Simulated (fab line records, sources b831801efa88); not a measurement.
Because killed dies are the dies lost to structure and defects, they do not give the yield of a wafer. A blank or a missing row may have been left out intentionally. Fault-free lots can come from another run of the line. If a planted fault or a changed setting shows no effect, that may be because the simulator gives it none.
Split-lot study :: flow gf180mcu :: route with 602 steps; 5 lots, 23 wafers read

## ABOUT THE SPLIT
At GF_VT_IMPLANT_STRIP_31 (strips in O2/N2), the setting platen-temp-c was moved away from the recipe's 250 C on 8 of the 23 wafers read, by -2.8% to +2.5%. This setting was run at the recipe's value on the other wafers.

The split's own step is where the reading is taken.

## THE READING
oes-product-au, in a.u., at GF_VT_IMPLANT_STRIP_31 (strips in O2/N2). Fault-free wafers of this fab line usually give 0.716 a.u., standard deviation 0.0041 a.u.

wafer: L074.1
tool, chamber at the split: plasma-asher-01, 0
platen-temp-c as run, C: 250
against the recipe: recipe
oes-product-au, a.u.: 0.720
against lot-mates on the recipe: -

wafer: L074.2
tool, chamber at the split: plasma-asher-01, 1
platen-temp-c as run, C: 250
against the recipe: recipe
oes-product-au, a.u.: 0.720
against lot-mates on the recipe: -

wafer: L074.3
tool, chamber at the split: plasma-asher-01, 0
platen-temp-c as run, C: 243
against the recipe: -2.8%
oes-product-au, a.u.: 0.656
against lot-mates on the recipe: -0.065

wafer: L074.5
tool, chamber at the split: plasma-asher-01, 1
platen-temp-c as run, C: 243
against the recipe: -2.8%
oes-product-au, a.u.: 0.660
against lot-mates on the recipe: -0.061

wafer: L074.6
tool, chamber at the split: plasma-asher-01, 0
platen-temp-c as run, C: 250
against the recipe: recipe
oes-product-au, a.u.: 0.723
against lot-mates on the recipe: -

wafer: L075.1
tool, chamber at the split: plasma-asher-04, 0
platen-temp-c as run, C: 250
against the recipe: recipe
oes-product-au, a.u.: 0.719
against lot-mates on the recipe: -

wafer: L075.2
tool, chamber at the split: plasma-asher-04, 1
platen-temp-c as run, C: 256.3
against the recipe: +2.5%
oes-product-au, a.u.: 0.749
against lot-mates on the recipe: +0.031

wafer: L075.3
tool, chamber at the split: plasma-asher-04, 1
platen-temp-c as run, C: 250
against the recipe: recipe
oes-product-au, a.u.: 0.720
against lot-mates on the recipe: -

wafer: L075.5
tool, chamber at the split: plasma-asher-04, 1
platen-temp-c as run, C: 256.3
against the recipe: +2.5%
oes-product-au, a.u.: 0.752
against lot-mates on the recipe: +0.034

wafer: L075.6
tool, chamber at the split: plasma-asher-04, 0
platen-temp-c as run, C: 250
against the recipe: recipe
oes-product-au, a.u.: 0.715
against lot-mates on the recipe: -

wafer: L076.1
tool, chamber at the split: plasma-asher-04, 0
platen-temp-c as run, C: 256.1
against the recipe: +2.4%
oes-product-au, a.u.: 0.751
against lot-mates on the recipe: +0.037

wafer: L076.3
tool, chamber at the split: plasma-asher-04, 0
platen-temp-c as run, C: 250
against the recipe: recipe
oes-product-au, a.u.: 0.712
against lot-mates on the recipe: -

wafer: L076.4
tool, chamber at the split: plasma-asher-04, 1
platen-temp-c as run, C: 250
against the recipe: recipe
oes-product-au, a.u.: 0.713
against lot-mates on the recipe: -

wafer: L076.5
tool, chamber at the split: plasma-asher-04, 0
platen-temp-c as run, C: 256.1
against the recipe: +2.4%
oes-product-au, a.u.: 0.756
against lot-mates on the recipe: +0.042

wafer: L076.6
tool, chamber at the split: plasma-asher-04, 1
platen-temp-c as run, C: 250
against the recipe: recipe
oes-product-au, a.u.: 0.718
against lot-mates on the recipe: -

wafer: L081.1
tool, chamber at the split: plasma-asher-02, 1
platen-temp-c as run, C: 250
against the recipe: recipe
oes-product-au, a.u.: 0.711
against lot-mates on the recipe: -

wafer: L081.2
tool, chamber at the split: plasma-asher-02, 0
platen-temp-c as run, C: 250
against the recipe: recipe
oes-product-au, a.u.: 0.707
against lot-mates on the recipe: -

wafer: L081.3
tool, chamber at the split: plasma-asher-02, 1
platen-temp-c as run, C: 250
against the recipe: recipe
oes-product-au, a.u.: 0.718
against lot-mates on the recipe: -

wafer: L081.4
tool, chamber at the split: plasma-asher-02, 0
platen-temp-c as run, C: 253.4
against the recipe: +1.4%
oes-product-au, a.u.: 0.748
against lot-mates on the recipe: +0.036

wafer: L081.6
tool, chamber at the split: plasma-asher-02, 0
platen-temp-c as run, C: 253.4
against the recipe: +1.4%
oes-product-au, a.u.: 0.749
against lot-mates on the recipe: +0.037

wafer: L084.1
tool, chamber at the split: plasma-asher-01, 0
platen-temp-c as run, C: 250
against the recipe: recipe
oes-product-au, a.u.: 0.716
against lot-mates on the recipe: -

wafer: L084.3
tool, chamber at the split: plasma-asher-01, 1
platen-temp-c as run, C: 250
against the recipe: recipe
oes-product-au, a.u.: 0.716
against lot-mates on the recipe: -

wafer: L084.4
tool, chamber at the split: plasma-asher-01, 0
platen-temp-c as run, C: 250
against the recipe: recipe
oes-product-au, a.u.: 0.722
against lot-mates on the recipe: -

FIT RESULTS
A straight line over all 23 wafers: oes-product-au changes by +0.0177 a.u. for each +1% of platen-temp-c; r = +0.97; the points scatter about the line by 0.0063 a.u.
The same after taking each lot's own level away (the mean of its wafers on the recipe; 23 wafers): +0.0186 a.u. for each +1%; r = +0.97; scatter 0.0071 a.u.
The reading moves by 0.052 a.u. for the largest change in platen-temp-c, on that fit.
Across the lots, their own levels run from 0.7120 to 0.7210 a.u., a range of 2.2 times the standard deviation given above.
So the lot-to-lot level changes the slope little: the two slopes agree.
Check: for one of the wafers moved furthest among these (-2.8%), held out of the fit, the line's prediction against its lot-mates is -0.0498 a.u. It came out at -0.065 a.u. against them.
Tool readings at the split's step, against how far the setting was moved: oes-product-au r = +0.97; strip-time-to-endpoint-s r = -1.00.

## THE WHOLE CHAIN: every reading that the file lists as answering this split, in the file's order
step: GF_VT_IMPLANT_STRIP_31
what it does: strips in O2/N2
reading: oes-product-au
change (the file's fit): +0.0183 a.u. for each +1% of the setting
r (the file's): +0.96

step: GF_VT_IMPLANT_STRIP_31
what it does: strips in O2/N2
reading: strip-time-to-endpoint-s
change (the file's fit): withheld for each +1% of the setting
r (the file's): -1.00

## FILE'S OWN FIT
oes-product-au changes by +0.0183 a.u. for each +1% of platen-temp-c, r = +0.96.
